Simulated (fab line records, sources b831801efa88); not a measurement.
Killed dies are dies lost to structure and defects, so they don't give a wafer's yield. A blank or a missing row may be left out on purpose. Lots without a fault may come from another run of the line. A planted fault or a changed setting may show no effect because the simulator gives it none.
fab line records | flow sky130 | part 1 of 2: steps 1 to 32 of 41
record lots=5 wafers=15 last_day=50
route steps=708 shown SD_N@344 SD_P@359 RES_XHIGH@360 SALICIDE@361 LI_CONTACT@362
lots that met no fault: from a run of the same line without faults
start_h: hours from the record's first day to the start of the lot's first wafer shown | wait_h: hours since the lot's step before | " the same as in the row above | L1.1+2: a row that stands for several wafers | - no value, or no start given | * or withheld: withheld | < > ~ a bound
route shown NAME@n: a module of which the file shows steps, and the number in the route of the first | usual: mean/standard deviation of fault-free wafers | same: alike in all rows | chamber/n: place in a boat | sites: the reading at each site | _std_site: their standard deviation | _edge_site: outer sites' mean less inner sites' | radius_mm: how far each site lies from the wafer's centre | mask NAME#n: copy n | behind: the tool/chamber that last shaped the wafer | hold: why the lot was held/for how many hours/how that ended | device: the transistor (n, p or np) that didn't switch | end of line: the same wafers' tests at the end of the route | a step without rows: its recipe alone | killed: dies lost to structure and defects at the first sort, not the wafer's yield | map: a wafer's dies, x killed, . not, _ none there
set.NAME: the setting as run; set.NAME@STEP: as run at that earlier step | model.NAME: the simulator's own value behind a step, which no gauge read
lots at some steps of the route; a table a step, a row a wafer
services: from which hour (start_h, from the record's first day; less than 0 if before it) a tool's chamber was out of use, for how many hours, and why
## steps
# step SKY_SD_N_COAT_02
# recipe resist=NOVOLAK spin_rpm=3000 resist_thk_nm=1140
# columns lot.wafer tool chamber start_h wait_h
L079.3+4+6 litho_track-01 0 681.16 0.1
L084.1+5+6 litho_track-03 0 730.03 0.1
L088.1+3+6 litho_track-02 0 741.45 0.1
L091.1+3+6 litho_track-01 0 769.46 0.1
L097.2+3+4 litho_track-03 0 824.46 0.1
# step SKY_SD_N_SOFTBAKE_03
# recipe temp_c=90 time_s=60 resist=NOVOLAK
# columns lot.wafer tool chamber start_h wait_h
L079.3+4+6 litho_track-01 0 681.31 0.1
L084.1+5+6 litho_track-03 0 730.18 0.1
L088.1+3+6 litho_track-02 0 741.60 0.1
L091.1+3+6 litho_track-01 0 769.61 0.1
L097.2+3+4 litho_track-03 0 824.61 0.1
# step SKY_SD_N_EXPOSE_04
# recipe mask_id=NSDM na=0.6 source_shape=conventional sigma_outer=0.6 polarization=unpolarized target_cd_nm=380 dose_mj=141
# columns lot.wafer tool chamber start_h wait_h mask
L079.3+4+6 iline_stepper-01 0 - - NSDM#0
L084.1+5+6 iline_stepper-01 0 - - NSDM#0
L088.1+3+6 iline_stepper-01 0 - - NSDM#0
L091.1+3+6 iline_stepper-02 0 - - NSDM#0
L097.2+3+4 iline_stepper-02 0 - - NSDM#0
# step SKY_SD_N_PEB_05
# recipe temp_c=withheld time_s=* resist=NOVOLAK
# columns lot.wafer tool chamber start_h wait_h
L079.3+4+6 litho_track-03 0 - -
L084.1+5+6 litho_track-03 0 - -
L088.1+3+6 litho_track-03 0 - -
L091.1+3+6 litho_track-03 0 - -
L097.2+3+4 litho_track-02 0 - -
# step SKY_SD_N_DEVELOP_06
# recipe resist=NOVOLAK developer=TMAH develop_time_s=60 dev_temp_c=23
# columns lot.wafer tool chamber start_h wait_h
L079.3+4+6 litho_track-03 0 695.58 0.1
L084.1+5+6 litho_track-03 0 743.03 0.1
L088.1+3+6 litho_track-03 0 755.73 0.1
L091.1+3+6 litho_track-03 0 782.93 0.1
L097.2+3+4 litho_track-02 0 837.63 0.1
# step SKY_SD_N_CD_MEAS_07
# recipe target_cd_nm=380
# usual cd_nm=380/3.3
# columns lot.wafer tool chamber start_h wait_h cd_nm
L079.3 cd_sem-01 - 695.72 0.1 380
L079.4 " - " " 382
L079.6 " - " " 378
L084.1 cd_sem-01 - 743.18 0.1 374
L084.5 " - " " 375
L084.6 " - " " 377
L088.1 cd_sem-01 - 755.88 0.1 375
L088.3 " - " " 377
L088.6 " - " " 379
L091.1 cd_sem-02 - 783.08 0.1 380
L091.3 " - " " 382
L091.6 " - " " 381
L097.2 cd_sem-02 - 837.77 0.1 385
L097.3 " - " " 385
L097.4 " - " " 386
# step SKY_SD_N_OVL_MEAS_08
# usual SD_N_OVL=-0.2/1.4
# columns lot.wafer tool chamber start_h wait_h SD_N_OVL[nm]
L079.3 overlay-02 - 695.81 0.1 0.2
L079.4 " - " " 0.2
L079.6 " - " " 0.4
L084.1 overlay-01 - 743.30 0.1 -0.4
L084.5 " - " " -1.8
L084.6 " - " " -0.6
L088.1 overlay-02 - 756.00 0.1 1.4
L088.3 " - " " -1.3
L088.6 " - " " 0.4
L091.1 overlay-01 - 783.20 0.1 1.0
L091.3 " - " " 0.9
L091.6 " - " " 0.3
L097.2 overlay-01 - 837.88 0.1 0.9
L097.3 " - " " 1.1
L097.4 " - " " 1.7
# step SKY_SD_N_IMPLANT_09
# recipe species=As energy_kev=50 dose_cm2=4e+15 tilt_deg=0
# columns lot.wafer tool chamber start_h wait_h
L079.3+4+6 implanter-02 0 695.89 0.1
L084.1+5+6 implanter-02 0 743.34 0.0
L088.1+3+6 implanter-01 0 756.04 0.0
L091.1+3+6 implanter-04 0 783.24 0.0
L097.2+3+4 implanter-04 0 837.94 0.0
# step SKY_SD_N_IMPLANT_10
# recipe species=P energy_kev=20 dose_cm2=1e+14 tilt_deg=0
# columns lot.wafer tool chamber start_h wait_h
L079.3+4+6 implanter-02 0 696.04 0.1
L084.1+5+6 implanter-02 0 743.49 0.1
L088.1+3+6 implanter-01 0 756.19 0.1
L091.1+3+6 implanter-04 0 783.39 0.1
L097.2+3+4 implanter-04 0 838.09 0.1
# step SKY_SD_N_STRIP_11
# recipe chemistry=O2/N2 power_w=1400 pressure_mtorr=1500 platen_temp_c=withheld o2_flow_sccm=3000 n2_flow_sccm=300 overash_fraction=0.5
# usual chamber_pressure_mTorr=1500.3/1.4 drypump_motor_current_A=5.8/0.45 oes_product_au=0.527/0.0043 strip_time_to_endpoint_s=22.56/0.038
# columns lot.wafer tool chamber start_h wait_h chamber_pressure_mTorr drypump_motor_current_A oes_product_au rf_hours_counter_h strip_time_to_endpoint_s
L079.3 plasma_asher-02 1 696.17 0.1 1502.0 5.6 0.520 - 22.54
L079.4 " 0 " " 1499.1 5.9 0.534 - 22.57
L079.6 " 1 " " 1499.5 5.6 0.525 - 22.57
L084.1 plasma_asher-02 1 743.64 0.1 1501.8 5.6 0.527 0 22.65
L084.5 " 1 " " 1499.5 5.6 0.527 - 22.56
L084.6 " 0 " " 1499.4 5.9 0.524 - 22.58
L088.1 plasma_asher-02 0 756.34 0.1 1502.1 5.9 0.523 1 22.57
L088.3 " 1 " " 1501.5 5.6 0.525 - 22.57
L088.6 " 0 " " 1499.7 5.9 0.528 - 22.60
L091.1 plasma_asher-01 1 783.54 0.1 1499.0 6.3 0.531 32 22.56
L091.3 " 1 " " 1499.0 6.3 0.528 - 22.57
L091.6 " 0 " " 1500.0 5.3 0.531 - 22.59
L097.2 plasma_asher-02 1 838.21 0.1 1499.4 5.6 0.530 8 22.59
L097.3 " 0 " " 1499.0 5.9 0.522 - 22.55
L097.4 " 1 " " 1500.8 5.6 0.525 - 22.54
# step SKY_SD_N_TW_MEAS_12
# usual SD_N_TW=3992/38
# columns lot.wafer tool chamber start_h wait_h SD_N_TW
L079.3 film_metro-02 - 696.26 0.1 4030
L079.4 " - " " 3999
L079.6 " - " " 4000
L084.1 film_metro-03 - 743.74 0.1 3991
L084.5 " - " " 3986
L084.6 " - " " 4007
L088.1 film_metro-04 - 756.44 0.1 3922
L088.3 " - " " 3910
L088.6 " - " " 3919
L091.1 film_metro-02 - 783.64 0.1 3999
L091.3 " - " " 3997
L091.6 " - " " 4013
L097.2 film_metro-03 - 838.32 0.1 4003
L097.3 " - " " 4018
L097.4 " - " " 4000
# step SKY_SD_N_CLEAN_13
# recipe chemistry=SC1/SC2 mix=1:4:20 temp_c=70 time_s=150 dry=n2_spin
# columns lot.wafer tool chamber start_h wait_h
L079.3+4+6 wet_bench-02 3 696.30 0.0
L084.1+5+6 wet_bench-02 2 743.80 0.1
L088.1+3+6 wet_bench-01 1 756.50 0.1
L091.1+3+6 wet_bench-01 3 783.70 0.1
L097.2+3+4 wet_bench-02 2 838.37 0.0
# step SKY_SD_N_RTA_14
# recipe temp_c=1075 time_s=2 idle_temp_c=650 ramp_up_c_per_s=150 ramp_down_c_per_s=90 ambient=N2
# usual lamp_power_pct=15.74/0.05 wafer_temp_C_max=1078.0/1.3
# columns lot.wafer tool chamber start_h wait_h lamp_power_pct wafer_temp_C_max
L079.3 rtp_anneal-02 0 696.37 0.0 15.80 1078.7
L079.4 " 0 " " 15.76 1077.7
L079.6 " 0 " " 15.78 1077.7
L084.1 rtp_anneal-01 0 743.85 0.0 15.72 1077.7
L084.5 " 0 " " 15.65 1074.9
L084.6 " 0 " " 15.62 1079.8
L088.1 rtp_anneal-02 0 756.55 0.0 15.72 1077.9
L088.3 " 0 " " 15.71 1079.1
L088.6 " 0 " " 15.67 1078.6
L091.1 rtp_anneal-02 0 783.76 0.0 15.76 1077.5
L091.3 " 0 " " 15.78 1077.1
L091.6 " 0 " " 15.70 1078.5
L097.2 rtp_anneal-02 0 838.43 0.0 15.73 1077.9
L097.3 " 0 " " 15.66 1077.5
L097.4 " 0 " " 15.84 1075.6
# step SKY_SD_N_RS_MEAS_16
# recipe thk_meas_gauge=four-point-probe
# usual SD_N_RS=68.58/0.15
# columns lot.wafer tool chamber start_h wait_h SD_N_RS[ohm/sq]
L079.3 film_metro-03 - 696.57 0.1 68.31
L079.4 " - " " 68.45
L079.6 " - " " 68.28
L084.1 film_metro-02 - 744.03 0.1 68.66
L084.5 " - " " 68.72
L084.6 " - " " 68.51
L088.1 film_metro-02 - 756.72 0.1 68.73
L088.3 " - " " 68.78
L088.6 " - " " 68.55
L091.1 film_metro-04 - 783.93 0.1 68.52
L091.3 " - " " 68.45
L091.6 " - " " 68.47
L097.2 film_metro-04 - 838.61 0.1 68.49
L097.3 " - " " 68.55
L097.4 " - " " 68.46
# step SKY_SD_N_RS_MEAS_17
# recipe thk_meas_gauge=four-point-probe
# usual SD_P_RS=147.1/0.44
# columns lot.wafer tool chamber start_h wait_h SD_P_RS[ohm/sq]
L079.3 film_metro-03 - 696.69 0.1 146.4
L079.4 " - " " 147.0
L079.6 " - " " 146.2
L084.1 film_metro-02 - 744.15 0.1 147.2
L084.5 " - " " 147.4
L084.6 " - " " 147.2
L088.1 film_metro-02 - 756.84 0.1 147.5
L088.3 " - " " 147.3
L088.6 " - " " 146.9
L091.1 film_metro-04 - 784.05 0.1 146.9
L091.3 " - " " 146.8
L091.6 " - " " 146.7
L097.2 film_metro-04 - 838.73 0.1 147.4
L097.3 " - " " 147.0
L097.4 " - " " 147.1
# step SKY_SD_N_RS_MEAS_18
# recipe thk_meas_gauge=four-point-probe
# usual RES_XHIGH_RS=333.4/1.3
# columns lot.wafer tool chamber start_h wait_h RES_XHIGH_RS[ohm/sq]
L079.3 film_metro-03 - 696.81 0.1 332.5
L079.4 " - " " 333.4
L079.6 " - " " 332.9
L084.1 film_metro-02 - 744.27 0.1 333.1
L084.5 " - " " 333.2
L084.6 " - " " 334.1
L088.1 film_metro-02 - 756.96 0.1 334.0
L088.3 " - " " 334.4
L088.6 " - " " 333.4
L091.1 film_metro-04 - 784.17 0.1 334.0
L091.3 " - " " 334.8
L091.6 " - " " 335.8
L097.2 film_metro-04 - 838.85 0.1 334.7
L097.3 " - " " 336.0
L097.4 " - " " 334.7
# step SKY_SALICIDE_CLEAN_00
# recipe chemistry=HF-last time_s=30 dilution=100:1 dry=ipa_marangoni
# columns lot.wafer tool chamber start_h wait_h
L079.3+4+6 wet_bench-03 2 696.89 0.1
L084.1+5+6 wet_bench-04 3 744.39 0.1
L088.1+3+6 wet_bench-04 0 757.08 0.1
L091.1+3+6 wet_bench-01 3 784.29 0.1
L097.2+3+4 wet_bench-04 2 838.95 0.1
# step SKY_LI_CONTACT_HDPCVD_00
# recipe material=PSG target_thk_nm=930 sigma_open_frac=0.3 time_s=155 temp_c=600 sih4_flow_sccm=60 pressure_mtorr=6
# columns lot.wafer tool chamber start_h wait_h
L079.3+4+6 hdpcvd-02 1,0,0 696.95 0.1
L084.1+5+6 hdpcvd-02 2,2,1 744.40 0.0
L088.1+3+6 hdpcvd-02 2,2,1 757.10 0.0
L091.1+3+6 hdpcvd-02 0,2,2 784.31 0.0
L097.2+3+4 hdpcvd-01 2,1,2 838.97 0.0
# step SKY_LI_CONTACT_THK_MEAS_01
# recipe reads=PSG_of_LI_CONTACT_HDPCVD_00
# usual LI_CONTACT_HDPCVD_THK=931/10
# columns lot.wafer tool chamber start_h wait_h LI_CONTACT_HDPCVD_THK[nm]
L079.3 film_metro-02 - 697.08 0.1 918
L079.4 " - " " 927
L079.6 " - " " 933
L084.1 film_metro-04 - 744.51 0.1 916
L084.5 " - " " 927
L084.6 " - " " 930
L088.1 film_metro-03 - 757.25 0.1 933
L088.3 " - " " 917
L088.6 " - " " 924
L091.1 film_metro-02 - 784.41 0.1 932
L091.3 " - " " 934
L091.6 " - " " 928
L097.2 film_metro-02 - 839.08 0.1 940
L097.3 " - " " 931
L097.4 " - " " 950
# step SKY_LI_CONTACT_CMP_02
# recipe material=PSG down_force_psi=4 platen_rpm=60 pad_velocity_m_s=0.94248
# usual edge_zone_pressure_frac=1.000/0.0047 motor_current_A=11.9/1 slurry_filter_dp_kPa=13.48/0.13 time_to_endpoint_s=31/3
# columns lot.wafer tool chamber start_h wait_h edge_zone_pressure_frac motor_current_A slurry_filter_dp_kPa time_to_endpoint_s
L079.4 cmp-02 1 697.17 0.1 1.004 13.0 13.44 28
L079.3 " 3 " " 1.007 11.3 13.68 25
L079.6 " 0 " " 1.008 12.3 13.66 24
L084.1 cmp-01 3 744.72 0.2 1.002 12.8 13.61 31
L084.5 " 0 " " 0.997 12.2 13.26 37
L084.6 " 1 " " 0.999 13.2 13.50 37
L088.3 cmp-02 1 757.31 0.0 1.000 12.6 13.53 33
L088.1 " 3 " " 0.994 10.2 13.33 32
L088.6 " 1 " " 1.000 12.3 13.49 35
L091.3 cmp-01 1 784.47 0.0 0.997 12.5 13.38 32
L091.1 " 2 " " 1.002 13.0 13.35 30
L091.6 " 2 " " 1.009 12.5 13.56 29
L097.2 cmp-02 0 839.13 0.0 1.004 11.7 13.69 31
L097.4 " 2 " " 0.996 9.8 13.16 29
L097.3 " 3 " " 1.004 11.0 13.52 32
# step SKY_LI_CONTACT_BOW_MEAS_03
# recipe mode=bow
# usual LI_CONTACT_BOW=56/6.1
# columns lot.wafer tool chamber start_h wait_h LI_CONTACT_BOW[um]
L079.3 film_metro-03 - 697.46 0.1 52
L079.4 " - " " 58
L079.6 " - " " 51
L084.1 film_metro-03 - 744.87 0.1 48
L084.5 " - " " 49
L084.6 " - " " 55
L088.1 film_metro-02 - 757.61 0.1 57
L088.3 " - " " 61
L088.6 " - " " 53
L091.1 film_metro-04 - 784.77 0.2 52
L091.3 " - " " 59
L091.6 " - " " 57
L097.2 film_metro-03 - 839.45 0.3 54
L097.3 " - " " 54
L097.4 " - " " 55
# step SKY_LI_CONTACT_DEHYDRATE_04
# recipe temp_c=200 time_s=60
# columns lot.wafer tool chamber start_h wait_h
L079.3+4+6 litho_track-04 0 711.11 13.6
L084.1+5+6 litho_track-04 0 758.61 13.7
L088.1+3+6 litho_track-01 0 770.41 12.8
L091.1+3+6 litho_track-02 0 796.90 12.1
L097.2+3+4 litho_track-01 0 851.89 12.4
# step SKY_LI_CONTACT_HMDS_05
# recipe prime_time_s=60 prime_temp_c=120
# same prime_time_s=60
# columns lot.wafer tool chamber start_h wait_h
L079.3+4+6 litho_track-04 0 711.26 0.1
L084.1+5+6 litho_track-04 0 758.76 0.1
L088.1+3+6 litho_track-01 0 770.56 0.1
L091.1+3+6 litho_track-02 0 797.05 0.1
L097.2+3+4 litho_track-01 0 852.04 0.1
# step SKY_LI_CONTACT_COAT_06
# recipe resist=BARC temp_c=withheld time_s=withheld spin_rpm=3000 resist_thk_nm=60
# columns lot.wafer tool chamber start_h wait_h
L079.3+4+6 litho_track-04 0 711.41 0.1
L084.1+5+6 litho_track-04 0 758.91 0.1
L088.1+3+6 litho_track-01 0 770.71 0.1
L091.1+3+6 litho_track-02 0 797.20 0.1
L097.2+3+4 litho_track-01 0 852.19 0.1
# step SKY_LI_CONTACT_COAT_07
# recipe resist=KrF-thick spin_rpm=3000 resist_thk_nm=450
# columns lot.wafer tool chamber start_h wait_h
L079.3+4+6 litho_track-04 0 - -
L084.1+5+6 litho_track-04 0 - -
L088.1+3+6 litho_track-01 0 - -
L091.1+3+6 litho_track-02 0 - -
L097.2+3+4 litho_track-01 0 - -
# step SKY_LI_CONTACT_SOFTBAKE_08
# recipe temp_c=100 time_s=90 resist=KrF-thick
# columns lot.wafer tool chamber start_h wait_h
L079.3+4+6 litho_track-04 0 - -
L084.1+5+6 litho_track-04 0 - -
L088.1+3+6 litho_track-01 0 - -
L091.1+3+6 litho_track-02 0 - -
L097.2+3+4 litho_track-01 0 - -
# step SKY_LI_CONTACT_EXPOSE_09
# recipe mask_id=LICM1 na=0.8 source_shape=annular sigma_inner=0.55 sigma_outer=0.85 target_cd_nm=170 dose_mj=38
# columns lot.wafer tool chamber start_h wait_h mask
L079.3+4+6 krf_scanner-02 0 - - LICM1#0
L084.1+5+6 krf_scanner-01 0 - - LICM1#0
L088.1+3+6 krf_scanner-01 0 - - LICM1#0
L091.1+3+6 krf_scanner-02 0 - - LICM1#0
L097.2+3+4 krf_scanner-01 0 - - LICM1#0
# step SKY_LI_CONTACT_PEB_10
# recipe peb_temp_c=withheld peb_time_s=withheld resist=KrF-thick
# columns lot.wafer tool chamber start_h wait_h
L079.3+4+6 litho_track-02 0 - -
L084.1+5+6 litho_track-04 0 - -
L088.1+3+6 litho_track-01 0 - -
L091.1+3+6 litho_track-04 0 - -
L097.2+3+4 litho_track-01 0 - -
# step SKY_LI_CONTACT_DEVELOP_11
# recipe develop_time_s=60 resist=KrF-thick dev_temp_c=21
# columns lot.wafer tool chamber start_h wait_h
L079.3+4+6 litho_track-02 0 - -
L084.1+5+6 litho_track-04 0 - -
L088.1+3+6 litho_track-01 0 - -
L091.1+3+6 litho_track-04 0 - -
L097.2+3+4 litho_track-01 0 - -
# step SKY_LI_CONTACT_CD_MEAS_12
# recipe target_cd_nm=170
# usual cd_nm=169.8/1.4
# columns lot.wafer tool chamber start_h wait_h cd_nm
L079.3 cd_sem-01 - 726.19 - 172.3
L079.4 " - " " 171.6
L079.6 " - " " 172.2
L084.1 cd_sem-01 - 772.56 - 170.5
L084.5 " - " " 169.4
L084.6 " - " " 169.7
L088.1 cd_sem-01 - 784.36 - 170.2
L088.3 " - " " 169.3
L088.6 " - " " 169.8
L091.1 cd_sem-01 - 811.61 - 171.0
L091.3 " - " " 170.5
L091.6 " - " " 170.1
L097.2 cd_sem-02 - 865.58 - 169.9
L097.3 " - " " 168.8
L097.4 " - " " 169.7
# step SKY_LI_CONTACT_OVL_MEAS_13
# usual LI_CONTACT_OVL=-1/4.8
# columns lot.wafer tool chamber start_h wait_h LI_CONTACT_OVL[nm]
L079.3 overlay-01 - 726.29 0.1 -10
L079.4 " - " " 2
L079.6 " - " " 2
L084.1 overlay-02 - 772.68 0.1 -3
L084.5 " - " " 11
L084.6 " - " " 1
L088.1 overlay-02 - 784.48 0.1 -3
L088.3 " - " " 2
L088.6 " - " " -1
L091.1 overlay-01 - 811.73 0.1 -11
L091.3 " - " " -3
L091.6 " - " " -3
L097.2 overlay-02 - 865.69 0.1 0
L097.3 " - " " 7
L097.4 " - " " 2
# step SKY_LI_CONTACT_ETCH_14
# recipe chemistry=N2/H2 target=BARC ion_energy_ev=200 source_w=500 bias_w=100 pressure_mtorr=30 n2_flow_sccm=100 h2_flow_sccm=200 stop_on=SiO2 time_s=45.9 target_depth_a=600
# usual bias_w=100.01/0.29 chamber_pressure_mTorr=30.000/0.028 drypump_motor_current_A=5.5/0.47 oes_product_au=0.855/0.0048 rf_fwd_power_W=494.9/1.8 throttle_valve_pct=13.225/0.0093
# columns lot.wafer tool chamber start_h wait_h bias_w chamber_pressure_mTorr drypump_motor_current_A oes_product_au rf_fwd_power_W rf_hours_counter_h throttle_valve_pct
L079.3 rie_diel-03 3 726.31 0.0 99.93 30.022 6.5 0.854 495.3 16 13.232
L079.4 " 2 " " 100.01 30.070 5.4 0.862 496.4 26 13.208
L079.6 " 2 " " 100.54 30.048 5.4 0.857 494.0 - 13.229
L084.1 rie_diel-04 0 772.71 0.0 99.86 30.019 4.9 0.860 493.4 18 13.219
L084.5 " 2 " " 100.33 30.029 4.9 0.854 497.2 - 13.204
L084.6 " 1 " " 99.57 30.017 5.7 0.859 494.0 - 13.218
L088.1 rie_diel-04 0 784.52 0.0 100.43 30.030 4.9 0.859 495.9 18 13.214
L088.3 " 3 " " 100.09 30.027 5.6 0.856 496.0 17 13.226
L088.6 " 0 " " 99.34 30.003 4.9 0.856 494.6 - 13.226
L091.1 rie_diel-04 1 811.76 0.0 99.90 29.963 5.7 0.857 493.3 10 13.231
L091.3 " 0 " " 100.23 30.032 4.9 0.856 496.1 19 13.228
L091.6 " 2 " " 100.06 30.012 4.9 0.863 495.9 - 13.220
L097.2 rie_diel-03 1 865.72 0.0 99.85 29.958 6.2 0.850 495.9 11 13.230
L097.3 " 2 " " 99.90 29.973 5.4 0.853 492.4 0 13.207
L097.4 " 0 " " 100.06 30.031 5.7 0.858 497.5 13 13.214
